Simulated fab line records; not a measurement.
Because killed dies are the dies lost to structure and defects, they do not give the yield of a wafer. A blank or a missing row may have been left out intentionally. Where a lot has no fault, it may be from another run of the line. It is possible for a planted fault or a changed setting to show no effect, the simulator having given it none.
Lot-split experiment ; flow sfq line ; 23 wafers read from 5 lots, route of 325 steps

THE SPLIT ITSELF
At SFQ_TRILAYER_I4_DEP_PECVD_099 (deposits SiO2 from SiH4/N2O, time 111.11 s, target thk 500 nm), the setting time s was moved away from the recipe's 111.11 s on 5 of the 23 wafers read, by -7.2% to +9.7%. All remaining wafers had this setting at the recipe value.

Reading taken at the split's own step.

THE READING
SiO2_of_TRILAYER_I4_DEP_PECVD_099.thk nm (the simulator's own value, which no gauge read), in nm, at SFQ_TRILAYER_I4_DEP_PECVD_099 (deposits SiO2 from SiH4/N2O, time 111.11 s, target thk 500 nm). No usual value for it is given in the file. The 18 wafers here that ran the recipe average 502.5 nm, standard deviation 6.7 nm.

wafer;tool, chamber at the split;time s as run, s;against the recipe;SiO2_of_TRILAYER_I4_DEP_PECVD_099.thk nm, nm;against lot-mates on the recipe
L078.1;pecvd-03, 0;111.11;recipe;502.7;-
L078.2;pecvd-03, 2;111.11;recipe;495.3;-
L078.3;pecvd-03, 1;111.11;recipe;494;-
L078.5;pecvd-03, 1;111.11;recipe;498;-
L078.6;pecvd-03, 0;111.11;recipe;511.4;-
L080.3;pecvd-03, 2;111.11;recipe;502.9;-
L080.4;pecvd-03, 1;111.11;recipe;511.6;-
L080.5;pecvd-03, 0;111.11;recipe;509.8;-
L082.1;pecvd-02, 0;111.11;recipe;501.4;-
L082.2;pecvd-02, 2;121.9;+9.7%;545.8;+37.4
L082.3;pecvd-02, 1;121.9;+9.7%;548.3;+39.9
L082.5;pecvd-02, 0;111.11;recipe;515.7;-
L082.6;pecvd-02, 2;111.11;recipe;508.1;-
L083.1;pecvd-04, 2;111.11;recipe;498.4;-
L083.3;pecvd-04, 1;103.1;-7.2%;457.4;-42.3
L083.4;pecvd-04, 0;111.11;recipe;501;-
L083.5;pecvd-04, 1;103.1;-7.2%;470.6;-29.1
L083.6;pecvd-04, 2;103.1;-7.2%;467;-32.7
L084.1;pecvd-03, 0;111.11;recipe;498.3;-
L084.2;pecvd-03, 2;111.11;recipe;491.4;-
L084.3;pecvd-03, 1;111.11;recipe;494;-
L084.4;pecvd-03, 1;111.11;recipe;505.6;-
L084.6;pecvd-03, 2;111.11;recipe;505.1;-

THE FIT
A straight line over all 23 wafers: SiO2_of_TRILAYER_I4_DEP_PECVD_099.thk nm changes by +4.86 nm for each +1% of time s; r = +0.95; the points scatter about the line by 6.7 nm.
The same after taking each lot's own level away (the mean of its wafers on the recipe; 23 wafers): +4.35 nm for each +1%; r = +0.95; scatter 5.6 nm.
According to that fit, moving time s by its largest amount changes the reading by 42 nm.
From 498.88 to 508.40 nm: that is the span of the lots' own levels, equal to 1.4 times the standard deviation above.
Thus the slope moves with the lot-to-lot level: the two fits are different.
Check: +43.5 nm against its lot-mates is what the line predicts for one of the wafers moved furthest among these (+9.7%) when that wafer is left out of the fit. It came out at +37.4 nm against them.

THE WHOLE CHAIN: every reading that the file lists as answering this split, in the file's order
step;what it does;reading;change (the file's fit);r (the file's)
SFQ_TRILAYER_I4_DEP_PECVD_099;deposits SiO2 from SiH4/N2O, time 111.11 s, target thk 500 nm;SiO2_of_TRILAYER_I4_DEP_PECVD_099.thk nm (the simulator's own value, which no gauge read);+4.27 nm for each +1% of the setting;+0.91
SFQ_TRILAYER_I4_CMP_CMP_100;polishes SiO2;time to endpoint s;withheld for each +1% of the setting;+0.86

THE FILE'S OWN FIT
SiO2_of_TRILAYER_I4_DEP_PECVD_099.thk nm changes by +4.27 nm for each +1% of time s, r = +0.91.
